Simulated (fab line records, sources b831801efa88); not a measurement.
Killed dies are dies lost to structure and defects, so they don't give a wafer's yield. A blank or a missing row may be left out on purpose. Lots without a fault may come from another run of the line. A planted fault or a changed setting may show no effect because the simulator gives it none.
fab line records | flow sky130
record lots=6 wafers=18 last_day=50
route steps=708 shown VIA3@575 PAD_OPEN@708
lots that met no fault: from a run of the same line without faults
start_h: hours from the record's first day to the start of the lot's first wafer shown | wait_h: hours since the lot's step before | " the same as in the row above | L1.1+2: a row that stands for several wafers | - no value, or no start given | * or withheld: withheld | < > ~ a bound
route shown NAME@n: a module of which the file shows steps, and the number in the route of the first | usual: mean/standard deviation of fault-free wafers | same: alike in all rows | chamber/n: place in a boat | sites: the reading at each site | _std_site: their standard deviation | _edge_site: outer sites' mean less inner sites' | radius_mm: how far each site lies from the wafer's centre | mask NAME#n: copy n | behind: the tool/chamber that last shaped the wafer | hold: why the lot was held/for how many hours/how that ended | device: the transistor (n, p or np) that didn't switch | end of line: the same wafers' tests at the end of the route | a step without rows: its recipe alone | killed: dies lost to structure and defects at the first sort, not the wafer's yield | map: a wafer's dies, x killed, . not, _ none there
set.NAME: the setting as run; set.NAME@STEP: as run at that earlier step | model.NAME: the simulator's own value behind a step, which no gauge read
lots at some steps of the route; a table a step, a row a wafer
services: from which hour (start_h, from the record's first day; less than 0 if before it) a tool's chamber was out of use, for how many hours, and why
## steps
# step SKY_VIA3_CMP_02
# recipe material=SiO2 down_force_psi=4 platen_rpm=60 pad_velocity_m_s=0.94248
# usual motor_current_A=12.0/0.73
# columns lot.wafer tool chamber start_h wait_h motor_current_A
L120.1 cmp-01 3 909.67 0.1 12.2
L120.4 " 0 " " 11.9
L120.5 " 2 " " 12.1
L128.1 cmp-01 1 982.35 0.1 12.4
L128.4 " 2 " " 12.3
L128.6 " 0 " " 12.2
L137.3 cmp-02 0 1028.49 0.0 12.2
L137.4 " 1 " " 11.8
L137.1 " 2 " " 12.9
L138.1 cmp-02 2 1031.38 0.1 13.7
L138.2 " 3 " " 10.4
L138.6 " 3 " " 10.3
L140.3 cmp-02 0 1047.63 0.0 11.7
L140.4 " 1 " " 11.7
L140.1 " 2 " " 13.1
L143.2 cmp-01 0 1066.06 0.0 11.7
L143.3 " 2 " " 11.5
L143.6 " 1 " " 12.5
# step SKY_VIA3_BOW_MEAS_03
# recipe mode=bow
# usual VIA3_BOW=79/8
# columns lot.wafer tool chamber start_h wait_h VIA3_BOW[um]
L120.1 film_metro-03 - 909.92 0.2 74
L120.4 " - " " 73
L120.5 " - " " 78
L128.1 film_metro-03 - 982.60 0.2 84
L128.4 " - " " 90
L128.6 " - " " 74
L137.1 film_metro-03 - 1028.79 0.1 80
L137.3 " - " " 84
L137.4 " - " " 79
L138.1 film_metro-04 - 1031.68 0.2 80
L138.2 " - " " 79
L138.6 " - " " 74
L140.1 film_metro-04 - 1047.93 0.1 90
L140.3 " - " " 94
L140.4 " - " " 95
L143.2 film_metro-03 - 1066.38 0.3 65
L143.3 " - " " 81
L143.6 " - " " 83
# step SKY_VIA3_DEHYDRATE_04
# recipe temp_c=200 time_s=60
# step SKY_VIA3_HMDS_05
# recipe prime_time_s=60 prime_temp_c=120
# step SKY_VIA3_COAT_06
# recipe resist=BARC temp_c=withheld time_s=withheld spin_rpm=3000 resist_thk_nm=60
# step SKY_VIA3_COAT_07
# recipe resist=KrF-thick spin_rpm=3000 resist_thk_nm=450
# step SKY_VIA3_SOFTBAKE_08
# recipe temp_c=100 time_s=90 resist=KrF-thick
# step SKY_VIA3_EXPOSE_09
# recipe mask_id=VIM3 na=0.8 source_shape=annular sigma_inner=0.55 sigma_outer=0.85 target_cd_nm=200 dose_mj=38
# step SKY_VIA3_PEB_10
# recipe peb_temp_c=withheld peb_time_s=withheld resist=KrF-thick
# step SKY_VIA3_DEVELOP_11
# recipe develop_time_s=60 resist=KrF-thick dev_temp_c=21
# step SKY_VIA3_CD_MEAS_12
# recipe target_cd_nm=200
# usual cd_nm=199.8/1.3
# columns lot.wafer tool chamber start_h wait_h cd_nm
L120.1 cd_sem-02 - 934.97 - 198.8
L120.4 " - " " 200.7
L120.5 " - " " 199.7
L128.1 cd_sem-02 - 1005.52 - 201.7
L128.4 " - " " 201.0
L128.6 " - " " 200.9
L137.1 cd_sem-02 - 1051.44 - 199.7
L137.3 " - " " 198.9
L137.4 " - " " 199.6
L138.1 cd_sem-01 - 1053.87 - 200.8
L138.2 " - " " 199.8
L138.6 " - " " 200.8
L140.1 cd_sem-01 - 1070.22 - 199.9
L140.3 " - " " 200.1
L140.4 " - " " 200.5
L143.2 cd_sem-02 - 1087.79 - 199.7
L143.3 " - " " 198.1
L143.6 " - " " 199.5
# step SKY_VIA3_OVL_MEAS_13
# usual VIA3_OVL=3/5.2
# columns lot.wafer tool chamber start_h wait_h VIA3_OVL[nm]
L120.1 overlay-02 - 935.09 0.1 5
L120.4 " - " " 3
L120.5 " - " " 10
L128.1 overlay-02 - 1005.64 0.1 9
L128.4 " - " " 5
L128.6 " - " " 9
L137.1 overlay-02 - 1051.56 0.1 -2
L137.3 " - " " -2
L137.4 " - " " -1
L138.1 overlay-02 - 1053.99 0.1 4
L138.2 " - " " -1
L138.6 " - " " -2
L140.1 overlay-01 - 1070.34 0.1 6
L140.3 " - " " 0
L140.4 " - " " 2
L143.2 overlay-02 - 1087.89 0.1 3
L143.3 " - " " 1
L143.6 " - " " 7
# step SKY_VIA3_ETCH_14
# recipe chemistry=N2/H2 target=BARC ion_energy_ev=200 source_w=500 bias_w=100 pressure_mtorr=30 n2_flow_sccm=100 h2_flow_sccm=200 stop_on=SiO2 time_s=45.9 target_depth_a=600
# usual bias_w=100.04/0.3 chamber_pressure_mTorr=30.000/0.027 drypump_motor_current_A=5.7/0.5 oes_product_au=0.854/0.0049 throttle_valve_pct=13.225/0.0096
# columns lot.wafer tool chamber start_h wait_h bias_w chamber_pressure_mTorr drypump_motor_current_A oes_product_au rf_hours_counter_h throttle_valve_pct model.KrF-thick_of_VIA3_COAT_07.thk_nm
L120.1 rie_diel-04 1 935.12 0.0 100.05 29.985 6.2 0.850 9 13.225 391.2
L120.4 " 2 " " 100.00 29.982 5.6 0.857 6 13.244 392
L120.5 " 1 " " 100.46 30.015 6.2 0.845 - 13.224 391.6
L128.1 rie_diel-02 0 1005.67 0.0 100.37 30.031 5.1 0.849 11 13.248 391.1
L128.4 " 1 " " 100.16 30.027 6.5 0.853 22 13.237 390.6
L128.6 " 1 " " 100.12 29.985 6.5 0.850 - 13.237 390.8
L137.1 rie_diel-02 3 1051.60 0.0 - - - - - - 436
L137.3 " 0 " " - - - - - - 435.5
L137.4 " 2 " " - - - - - - 435.8
L138.1 rie_diel-01 3 1054.03 0.0 - - - - - - 436.6
L138.2 " 1 " " - - - - - - 436.3
L138.6 " 0 " " - - - - - - 436.2
L140.1 rie_diel-04 3 1070.38 0.0 100.39 29.964 5.6 0.854 14 13.226 391.9
L140.3 " 2 " " 100.25 30.019 5.6 0.855 10 13.221 391.9
L140.4 " 0 " " 100.36 29.991 5.9 0.861 16 13.229 391.4
L143.2 rie_diel-04 2 1087.92 0.0 99.69 29.964 5.6 0.850 11 13.238 390.7
L143.3 " 1 " " 100.02 30.019 6.2 0.848 14 13.214 393.3
L143.6 " 3 " " 100.12 30.033 5.6 0.847 - 13.229 391.3
# step SKY_VIA3_ETCH_15
# recipe target=SiO2 chemistry=C4F8/O2/Ar target_depth_nm=507 stop_on=TiN mask_material=KrF-thick source_w=1500 bias_w=1200 pressure_mtorr=40 c4f8_flow_sccm=withheld O2_flow_sccm=6 Ar_flow_sccm=300 time_s=78
# usual bias_w=1200/3.6 chamber_pressure_mTorr=40.00/0.04 oes_product_au=0.945/0.0048
# columns lot.wafer tool chamber start_h wait_h bias_w chamber_pressure_mTorr oes_product_au rf_hours_counter_h model.KrF-thick_of_VIA3_COAT_07.thk_nm
L120.1 rie_diel-04 1 935.16 0.0 1202 40.00 0.949 9 290
L120.4 " 2 " " 1202 39.97 0.945 6 289.5
L120.5 " 1 " " 1199 39.99 0.950 - 290.3
L128.1 rie_diel-02 0 1005.71 0.0 1201 39.99 0.944 11 289.7
L128.4 " 1 " " 1200 39.99 0.947 23 289.3
L128.6 " 1 " " 1201 39.98 0.945 - 289.8
L137.1 rie_diel-02 3 1051.64 0.0 1198 40.00 0.370 13 332.6
L137.3 " 0 " " 1202 40.03 0.371 13 333.3
L137.4 " 2 " " 1200 40.01 0.375 15 332.7
L138.1 rie_diel-01 3 1054.07 0.0 1206 40.02 0.381 20 336.1
L138.2 " 1 " " 1202 39.91 0.376 17 335.4
L138.6 " 0 " " 1203 39.99 0.368 - 337.4
L140.1 rie_diel-04 3 1070.42 0.0 1194 39.96 0.944 14 291.1
L140.3 " 2 " " 1199 39.98 0.949 10 291.2
L140.4 " 0 " " 1213 39.92 0.949 16 291.1
L143.2 rie_diel-04 2 1087.96 0.0 1202 40.05 0.946 11 288.7
L143.3 " 1 " " 1200 40.08 0.947 14 292.1
L143.6 " 3 " " 1196 39.98 0.944 - 289.2
# step SKY_VIA3_STRIP_16
# recipe chemistry=O2/N2 power_w=1400 pressure_mtorr=1426 platen_temp_c=withheld o2_flow_sccm=3000 n2_flow_sccm=300 overash_fraction=0.5
# usual drypump_motor_current_A=5.8/0.44 oes_product_au=0.402/0.005 strip_time_to_endpoint_s=4.186/0.021
# same overash_fraction=0.5
# columns lot.wafer tool chamber start_h wait_h drypump_motor_current_A oes_product_au rf_hours_counter_h strip_time_to_endpoint_s
L120.1 plasma_asher-01 1 935.22 0.0 5.8 0.383 80 4.158
L120.4 " 1 " " 5.8 0.394 - 4.166
L120.5 " 0 " " 5.5 0.399 - 4.174
L128.1 plasma_asher-03 0 1005.77 0.0 6.8 0.402 57 4.151
L128.4 " 0 " " 6.8 0.395 - 4.147
L128.6 " 0 " " 6.8 0.404 - 4.162
L137.1 plasma_asher-01 0 1051.70 0.0 5.5 0.414 92 4.620
L137.3 " 0 " " 5.5 0.427 - 4.642
L137.4 " 1 " " 5.8 0.417 - 4.622
L138.1 plasma_asher-02 0 1054.13 0.0 5.2 0.414 30 4.663
L138.2 " 1 " " 5.9 0.422 30 4.658
L138.6 " 1 " " 5.9 0.426 - 4.669
L140.1 plasma_asher-02 0 1070.48 0.0 5.2 0.398 32 4.184
L140.3 " 1 " " 5.9 0.403 - 4.164
L140.4 " 0 " " 5.2 0.401 - 4.174
L143.2 plasma_asher-02 0 1088.02 0.0 5.2 0.402 34 4.157
L143.3 " 0 " " 5.2 0.401 - 4.185
L143.6 " 0 " " 5.2 0.403 - 4.151
# step SKY_VIA3_STRIP_17
# recipe chemistry=post_etch_residue_remover time_s=1200 temp_c=72.5
# step SKY_PAD_OPEN_PROBE_99
# usual defect_limited_yield=82.6/1.7 killed_at_M0_to_M3=43/6.5 killed_at_M4_up=3.2/1.9 killed_at_contacts=25/5.5 killed_at_front_end=14/4.2 killed_at_other=0.2/0.44 killed_dies=85/8.5 killed_on_rim=16/3.3 killed_open=47/7 killed_short=39/6.3 sort_bin_3_pad_short=0.9/0.46 sort_bin_5_function=10.3/1.4 sort_bin_6_memory=6.2/1.2 sort_n_pass=407/8.5 sort_yield_pct=82.6/1.7
# same gross_dies=492 killed_at_back_side=0 sort_bin_4_leakage[%]=0 sort_bin_8_speed[%]=0
# columns lot.wafer tool chamber start_h wait_h defect_limited_yield[%] killed_at_M0_to_M3 killed_at_M4_up killed_at_contacts killed_at_front_end killed_at_other killed_dies killed_on_rim killed_open killed_short sort_bin_3_pad_short[%] sort_bin_5_function[%] sort_bin_6_memory[%] sort_n_pass sort_yield_pct[%]
L120.1 prober-02 - 1082.15 0.1 81.9 46 2 26 15 0 89 16 42 47 0.8 11.8 5.5 403 81.9
L120.4 prober-02 - 1082.30 0.2 81.9 40 3 25 21 0 89 16 41 48 0.4 10.2 7.5 403 81.9
L120.5 prober-02 - 1082.35 0.2 84.8 39 2 19 15 0 75 16 45 30 0.8 8.5 5.9 417 84.8
L128.1 prober-01 - 1141.28 0.1 81.1 40 3 40 10 0 93 15 59 34 1.0 8.7 9.1 399 81.1
L128.4 prober-01 - 1141.43 0.2 83.1 39 5 25 14 0 83 11 43 40 1.2 10.2 5.5 409 83.1
L128.6 prober-01 - 1141.53 0.2 79.5 54 5 26 16 0 101 14 56 45 0.8 12.8 6.9 391 79.5
L137.1 prober-01 - 1179.90 0.1 0 447 6 20 18 1 492 96 52 40 1.8 91.3 6.9 0 0
L137.3 prober-01 - 1180.00 0.2 0 456 5 18 13 0 492 96 42 29 0.4 94.1 5.5 0 0
L137.4 prober-01 - 1180.05 0.2 0 455 1 18 18 0 492 96 43 40 1.0 91.9 7.1 0 0
L138.1 prober-02 - 1181.89 0.1 0 452 6 28 6 0 492 96 39 43 1.2 93.1 5.7 0 0
L138.2 prober-02 - 1181.94 0.1 0 446 2 25 18 1 492 96 51 41 1.4 91.9 6.7 0 0
L138.6 prober-02 - 1182.14 0.2 0 446 2 32 12 0 492 96 45 33 1.4 93.5 5.1 0 0
L140.1 prober-02 - 1193.10 0.1 80.3 44 5 30 18 0 97 15 50 47 1.6 11.2 6.9 395 80.3
L140.3 prober-02 - 1193.20 0.2 80.9 37 1 33 22 1 94 13 45 49 0.8 13.4 4.9 398 80.9
L140.4 prober-02 - 1193.25 0.2 81.5 42 5 30 14 0 91 13 50 41 1.2 11.6 5.7 401 81.5
L143.2 prober-01 - 1206.29 0.1 82.1 46 2 25 15 0 88 16 48 40 1.0 10.0 6.9 404 82.1
L143.3 prober-01 - 1206.34 0.2 85.0 36 4 25 9 0 74 15 40 34 0.6 9.3 5.1 418 85.0
L143.6 prober-01 - 1206.49 0.2 81.3 39 3 28 22 0 92 14 52 40 0.6 12.6 5.5 400 81.3
# killed by level:class
L120.1 VIA1:geometric_particle:open=10 CONTACT:geometric_particle:short=9 METAL1:geometric_particle:short=7 LOCAL_INTERCONNECT:geometric_particle:short=7 CONTACT:geometric_particle:open=6 METAL2:geometric_particle:short=6 VIA2:geometric_particle:open=6 VIA3:geometric_particle:open=6
L120.4 CONTACT:geometric_particle:open=9 VIA1:geometric_particle:open=9 FIELD_ISO:geometric_particle:short=7 VIA1:geometric_particle:short=7 CONTACT:geometric_particle:short=6 METAL3:geometric_particle:short=6 FIELD_ISO:geometric_particle:open=5 LI_CONTACT:geometric_particle:open=5
L120.5 VIA3:geometric_particle:open=10 LI_CONTACT:geometric_particle:open=7 POLY_GATE:geometric_particle:open=6 VIA2:geometric_particle:open=6 CONTACT:geometric_particle:open=6 METAL2:geometric_particle:short=5 VIA1:geometric_particle:open=4 CONTACT:geometric_particle:short=3
L128.1 CONTACT:geometric_particle:open=14 VIA1:geometric_particle:open=13 LI_CONTACT:geometric_particle:open=9 CONTACT:geometric_particle:short=7 VIA3:geometric_particle:open=7 LOCAL_INTERCONNECT:geometric_particle:short=5 VIA2:geometric_particle:open=5 FIELD_ISO:geometric_particle:open=4
L128.4 VIA1:geometric_particle:open=9 LI_CONTACT:geometric_particle:open=8 CONTACT:geometric_particle:open=8 VIA2:geometric_particle:open=6 VIA1:geometric_particle:short=5 VIA3:geometric_particle:open=5 FIELD_ISO:geometric_particle:short=4 METAL1:geometric_particle:short=4
L128.6 VIA3:geometric_particle:open=11 VIA1:geometric_particle:open=9 METAL2:geometric_particle:short=8 LI_CONTACT:geometric_particle:open=8 CONTACT:geometric_particle:open=7 FIELD_ISO:geometric_particle:short=6 VIA2:geometric_particle:open=6 METAL1:geometric_particle:short=5
L137.1 VIA3:area_etch=400 VIA1:geometric_particle:open=14 LI_CONTACT:geometric_particle:open=10 FIELD_ISO:geometric_particle:short=7 VIA2:geometric_particle:open=7 VIA3:geometric_particle:open=7 LOCAL_INTERCONNECT:geometric_particle:short=5 METAL2:geometric_particle:short=5
L137.3 VIA3:area_etch=421 CONTACT:geometric_particle:open=11 VIA1:geometric_particle:open=9 FIELD_ISO:geometric_particle:open=5 LOCAL_INTERCONNECT:geometric_particle:short=5 METAL2:geometric_particle:open=4 VIA2:geometric_particle:open=4 VIA3:geometric_particle:open=4
L137.4 VIA3:area_etch=409 VIA1:geometric_particle:open=12 METAL2:geometric_particle:short=6 FIELD_ISO:geometric_particle:short=5 CONTACT:geometric_particle:open=5 METAL1:geometric_particle:short=5 VIA2:geometric_particle:open=5 VIA3:geometric_particle:open=5
L138.1 VIA3:area_etch=410 VIA1:geometric_particle:open=11 CONTACT:geometric_particle:open=7 METAL1:geometric_particle:short=7 LI_CONTACT:geometric_particle:open=6 LOCAL_INTERCONNECT:geometric_particle:short=6 CONTACT:geometric_particle:short=5 METAL4:geometric_particle:short=5
L138.2 VIA3:area_etch=400 VIA1:geometric_particle:open=12 CONTACT:geometric_particle:open=11 FIELD_ISO:geometric_particle:short=6 METAL1:geometric_particle:short=6 METAL2:geometric_particle:short=6 VIA3:geometric_particle:open=5 METAL3:geometric_particle:short=5
L138.6 VIA3:area_etch=414 CONTACT:geometric_particle:open=15 VIA1:geometric_particle:open=9 LI_CONTACT:geometric_particle:open=7 CONTACT:geometric_particle:short=6 METAL2:geometric_particle:short=6 VIA2:geometric_particle:short=6 POLY_GATE:geometric_particle:short=3
L140.1 LI_CONTACT:geometric_particle:open=14 METAL2:geometric_particle:short=8 VIA3:geometric_particle:open=8 POLY_GATE:geometric_particle:short=7 VIA1:geometric_particle:open=7 LOCAL_INTERCONNECT:geometric_particle:short=5 VIA2:geometric_particle:open=5 LI_CONTACT:geometric_particle:short=4
L140.3 LI_CONTACT:geometric_particle:open=11 CONTACT:geometric_particle:open=8 METAL2:geometric_particle:short=7 VIA1:geometric_particle:open=7 POLY_GATE:geometric_particle:short=6 VIA2:geometric_particle:short=6 FIELD_ISO:geometric_particle:open=5 POLY_GATE:geometric_particle:open=5
L140.4 CONTACT:geometric_particle:open=11 LI_CONTACT:geometric_particle:open=9 VIA1:geometric_particle:open=9 METAL1:geometric_particle:short=7 VIA2:geometric_particle:open=6 FIELD_ISO:geometric_particle:open=5 METAL2:geometric_particle:short=5 CONTACT:geometric_particle:short=5
L143.2 VIA1:geometric_particle:open=13 CONTACT:geometric_particle:open=10 METAL1:geometric_particle:short=8 VIA2:geometric_particle:open=8 LI_CONTACT:geometric_particle:open=6 METAL2:geometric_particle:short=4 VIA3:geometric_particle:short=4 POLY_GATE:geometric_particle:short=3
L143.3 CONTACT:geometric_particle:open=10 VIA1:geometric_particle:open=10 LI_CONTACT:geometric_particle:open=5 LOCAL_INTERCONNECT:geometric_particle:short=4 METAL4:geometric_particle:short=4 CONTACT:geometric_particle:short=4 METAL1:geometric_particle:short=4 VIA2:geometric_particle:short=4
L143.6 VIA1:geometric_particle:open=10 FIELD_ISO:geometric_particle:open=9 LI_CONTACT:geometric_particle:open=7 VIA2:geometric_particle:open=7 VIA3:geometric_particle:open=7 CONTACT:geometric_particle:short=6 CONTACT:geometric_particle:open=6 METAL2:geometric_particle:short=6
# map L137.1 (x killed, . not)
__________xxxxxxxxxx_________
________xxxxxxxxxxxxxx_______
______xxxxxxxxxxxxxxxxxx_____
_____xxxxxxxxxxxxxxxxxxxx____
____xxxxxxxxxxxxxxxxxxxxxx___
___xxxxxxxxxxxxxxxxxxxxxxxx__
__xxxxxxxxxxxxxxxxxxxxxxxxxx_
_xxxxxxxxxxxxxxxxxxxxxxxxxxxx
_xxxxxxxxxxxxxxxxxxxxxxxxxxxx
_xxxxxxxxxxxxxxxxxxxxxxxxxxxx
_xxxxxxxxxxxxxxxxxxxxxxxxxxxx
_xxxxxxxxxxxxxxxxxxxxxxxxxxxx
_xxxxxxxxxxxxxxxxxxxxxxxxxxxx
_xxxxxxxxxxxxxxxxxxxxxxxxxxxx
_xxxxxxxxxxxxxxxxxxxxxxxxxxxx
__xxxxxxxxxxxxxxxxxxxxxxxxxx_
___xxxxxxxxxxxxxxxxxxxxxxxx__
____xxxxxxxxxxxxxxxxxxxxxx___
_____xxxxxxxxxxxxxxxxxxxx____
______xxxxxxxxxxxxxxxxxx_____
________xxxxxxxxxxxxxx_______
__________xxxxxxxxxx_________
# map L138.1 (x killed, . not)
__________xxxxxxxxxx_________
________xxxxxxxxxxxxxx_______
______xxxxxxxxxxxxxxxxxx_____
_____xxxxxxxxxxxxxxxxxxxx____
____xxxxxxxxxxxxxxxxxxxxxx___
___xxxxxxxxxxxxxxxxxxxxxxxx__
__xxxxxxxxxxxxxxxxxxxxxxxxxx_
_xxxxxxxxxxxxxxxxxxxxxxxxxxxx
_xxxxxxxxxxxxxxxxxxxxxxxxxxxx
_xxxxxxxxxxxxxxxxxxxxxxxxxxxx
_xxxxxxxxxxxxxxxxxxxxxxxxxxxx
_xxxxxxxxxxxxxxxxxxxxxxxxxxxx
_xxxxxxxxxxxxxxxxxxxxxxxxxxxx
_xxxxxxxxxxxxxxxxxxxxxxxxxxxx
_xxxxxxxxxxxxxxxxxxxxxxxxxxxx
__xxxxxxxxxxxxxxxxxxxxxxxxxx_
___xxxxxxxxxxxxxxxxxxxxxxxx__
____xxxxxxxxxxxxxxxxxxxxxx___
_____xxxxxxxxxxxxxxxxxxxx____
______xxxxxxxxxxxxxxxxxx_____
________xxxxxxxxxxxxxx_______
__________xxxxxxxxxx_________
## services
# columns tool chamber start_h hours kind
rie_diel-01 - 886.20 6.2 repair
rie_diel-02 1 892.96 12.4 repair
rie_diel-01 3 896.82 4.5 repair
rie_diel-01 - 903.82 1.2 repair
plasma_asher-01 - 905.07 11.0 repair
cmp-01 - 912.05 4.0 pm
rie_diel-04 1 924.52 6.0 repair
rie_diel-02 2 952.27 3.4 repair
rie_diel-04 0 961.20 2.6 repair
rie_diel-01 3 973.50 21.0 repair
plasma_asher-01 - 977.57 0.7 repair
rie_diel-01 - 986.09 0.1 repair
plasma_asher-01 - 987.59 0.6 repair
cmp-01 - 997.22 1.6 repair
cmp-02 - 998.89 6.8 pm
rie_diel-04 3 1010.36 5.4 repair
cmp-01 - 1013.63 4.2 pm
cmp-01 - 1020.90 1.5 repair
plasma_asher-02 - 1034.80 1.3 repair
rie_diel-02 3 1038.21 2.6 repair
rie_diel-04 1 1048.96 3.5 repair
cmp-01 - 1068.94 1.6 repair
cmp-02 - 1084.00 4.0 pm
cmp-02 - 1085.06 1.2 repair
## key
first_sign step=SKY_VIA3_ETCH_14 reading=tool_record direction=missing
effect step=SKY_VIA3_ETCH_15 reading=oes_product_au direction=down sigmas=99+ usual=0.945 struck=0.374
effect step=SKY_VIA3_STRIP_16 reading=strip_time_to_endpoint_s direction=up sigmas=21 usual=* struck=*
effect step=SKY_PAD_OPEN_PROBE_99 reading=killed_at_M0_to_M3 direction=up sigmas=63 usual=43 struck=450
model_effect step=SKY_VIA3_ETCH_14 value=KrF-thick_of_VIA3_COAT_07.thk_nm without=392.3 struck=436.1
model_effect step=SKY_VIA3_ETCH_15 value=KrF-thick_of_VIA3_COAT_07.thk_nm without=290.8 struck=334.6
more_kills_born_at SKY_VIA3_ETCH_14@rie_diel-02=1230 SKY_VIA3_ETCH_14@rie_diel-01=1224
met_at SKY_VIA3_ETCH_14
struck_wafers L137.1,L137.3,L137.4,L138.1,L138.2,L138.6
later_rows_left_out L137.1,L137.3,L137.4,L138.1,L138.2,L138.6
onset_between 1005.67 1051.60
fault kind=skipped_step_whole tool=rie_diel-01,rie_diel-02 chamber=- onset_h=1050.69 steps=SKY_VIA3_ETCH_14 scope=struck_lots_only
# later_rows_left_out: the simulator's readings of these wafers behind a module that went badly wrong aren't trusted and aren't shown, but for the sort
